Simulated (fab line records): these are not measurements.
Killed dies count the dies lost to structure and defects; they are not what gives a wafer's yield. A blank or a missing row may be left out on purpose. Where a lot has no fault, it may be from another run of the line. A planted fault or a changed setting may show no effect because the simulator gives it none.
Which tool is to blame? / flow sky130 / 11 lots with 33 wafers sampled at 2 steps, on a route of 708 steps

== WHAT THE GAUGES READ, wafer by wafer ==
SKY_VIA2_THK_MEAS_01. Usual: VIA2_HDPCVD_THK 1180 nm, standard deviation 10.
lot=L619; measured=day 35 00:29; on=filmMetro-03; VIA2_HDPCVD_THK (nm)=1184 1180 1168; flag=
lot=L620; measured=day 35 13:50; on=filmMetro-03; VIA2_HDPCVD_THK (nm)=1164 1175 1172; flag=
lot=L623; measured=day 36 12:56; on=filmMetro-01; VIA2_HDPCVD_THK (nm)=1175 1175 1176; flag=
lot=L626; measured=day 37 06:36; on=filmMetro-03; VIA2_HDPCVD_THK (nm)=1171 1183 1166; flag=
lot=L629; measured=day 38 17:41; on=filmMetro-02; VIA2_HDPCVD_THK (nm)=1166 1198 1157; flag=
lot=L630; measured=day 39 00:29; on=filmMetro-03; VIA2_HDPCVD_THK (nm)=1178 1182 1185; flag=
lot=L632; measured=day 39 09:44; on=filmMetro-01; VIA2_HDPCVD_THK (nm)=1196 1198 1203; flag=
lot=L637; measured=day 40 13:28; on=filmMetro-03; VIA2_HDPCVD_THK (nm)=1174 1183 1185; flag=
lot=L640; measured=day 41 06:25; on=filmMetro-03; VIA2_HDPCVD_THK (nm)=1193 1189 1188; flag=
lot=L641; measured=day 41 08:14; on=filmMetro-03; VIA2_HDPCVD_THK (nm)=1181 1175 1205; flag=
lot=L642; measured=day 41 18:21; on=filmMetro-01; VIA2_HDPCVD_THK (nm)=1179 1175 1185; flag=

== TOOL THAT RAN EACH LOT (tool first, then ch and the chambers of the sampled wafers, then the start) ==
lot=L619; SKY_METAL2_ETCH_18=rieMetal-02 ch 0,1, day 34 23:37
lot=L620; SKY_METAL2_ETCH_18=rieMetal-01 ch 0,1, day 35 12:55
lot=L623; SKY_METAL2_ETCH_18=rieMetal-02 ch 0,1, day 36 11:55
lot=L626; SKY_METAL2_ETCH_18=rieMetal-01 ch 0,1, day 37 05:43
lot=L629; SKY_METAL2_ETCH_18=rieMetal-02 ch 0,1, day 38 16:49
lot=L630; SKY_METAL2_ETCH_18=rieMetal-01 ch 1, day 38 23:37
lot=L632; SKY_METAL2_ETCH_18=rieMetal-04 ch 0,1, day 39 08:49
lot=L637; SKY_METAL2_ETCH_18=rieMetal-02 ch 0,1, day 40 12:34
lot=L640; SKY_METAL2_ETCH_18=rieMetal-01 ch 0,1, day 41 05:26
lot=L641; SKY_METAL2_ETCH_18=rieMetal-01 ch 0,1, day 41 07:19
lot=L642; SKY_METAL2_ETCH_18=rieMetal-02 ch 0,1, day 41 17:29
- SKY_METAL2_ETCH_18: etches BARC in N2/H2, stops on SiO2, time 45.9 s, target depth 60 nm.

== WHAT THE TOOLS THEMSELVES READ (means of the sampled wafers that have a number; where no wafer has one, the mark that the record gives instead) ==
SKY_METAL2_ETCH_18. Usual: drypumpMotorCurrentA 5.7 A, standard deviation 0.47; oesProductAu 0.854 a.u., standard deviation 0.0051; throttleValvePct 13.226 %, standard deviation 0.0087.
lot=L619; tool=rieMetal-02; drypumpMotorCurrentA (A)=5.7; oesProductAu (a.u.)=0.851; throttleValvePct (%)=13.228; flag=
lot=L620; tool=rieMetal-01; drypumpMotorCurrentA (A)=5.6; oesProductAu (a.u.)=0.849; throttleValvePct (%)=13.225; flag=
lot=L623; tool=rieMetal-02; drypumpMotorCurrentA (A)=6.1; oesProductAu (a.u.)=0.855; throttleValvePct (%)=13.225; flag=
lot=L626; tool=rieMetal-01; drypumpMotorCurrentA (A)=5.6; oesProductAu (a.u.)=0.854; throttleValvePct (%)=13.221; flag=
lot=L629; tool=rieMetal-02; drypumpMotorCurrentA (A)=6.0; oesProductAu (a.u.)=0.856; throttleValvePct (%)=13.229; flag=
lot=L630; tool=rieMetal-01; drypumpMotorCurrentA (A)=5.6; oesProductAu (a.u.)=0.859; throttleValvePct (%)=13.226; flag=
lot=L632; tool=rieMetal-04; drypumpMotorCurrentA (A)=5.0; oesProductAu (a.u.)=0.848; throttleValvePct (%)=13.223; flag=
lot=L637; tool=rieMetal-02; drypumpMotorCurrentA (A)=6.1; oesProductAu (a.u.)=0.858; throttleValvePct (%)=13.227; flag=
lot=L640; tool=rieMetal-01; drypumpMotorCurrentA (A)=5.6; oesProductAu (a.u.)=0.860; throttleValvePct (%)=13.233; flag=
lot=L641; tool=rieMetal-01; drypumpMotorCurrentA (A)=5.6; oesProductAu (a.u.)=0.855; throttleValvePct (%)=13.225; flag=
lot=L642; tool=rieMetal-02; drypumpMotorCurrentA (A)=5.7; oesProductAu (a.u.)=0.855; throttleValvePct (%)=13.221; flag=

== THE ANSWER, worked out from the rows above alone ==
Rule: a lot is off if the mean of its wafers that have a number lies more than 3 standard deviations from the usual mean. A lot without any number at a reading at which 4 lots or more have one is off too. Any other lot the step has rows for is counted as sound. The gauges are gone through in route order, then the tools' own readings, and for those a lot's mean is taken as printed above. The first step at which some lot is off is used, and at that step the reading that is off furthest; a lot without a number counts as furthest.
Across all readings shown, no lot is off: no conclusion can be drawn from this.

== WHAT THE SIMULATOR HAD PUT IN ==
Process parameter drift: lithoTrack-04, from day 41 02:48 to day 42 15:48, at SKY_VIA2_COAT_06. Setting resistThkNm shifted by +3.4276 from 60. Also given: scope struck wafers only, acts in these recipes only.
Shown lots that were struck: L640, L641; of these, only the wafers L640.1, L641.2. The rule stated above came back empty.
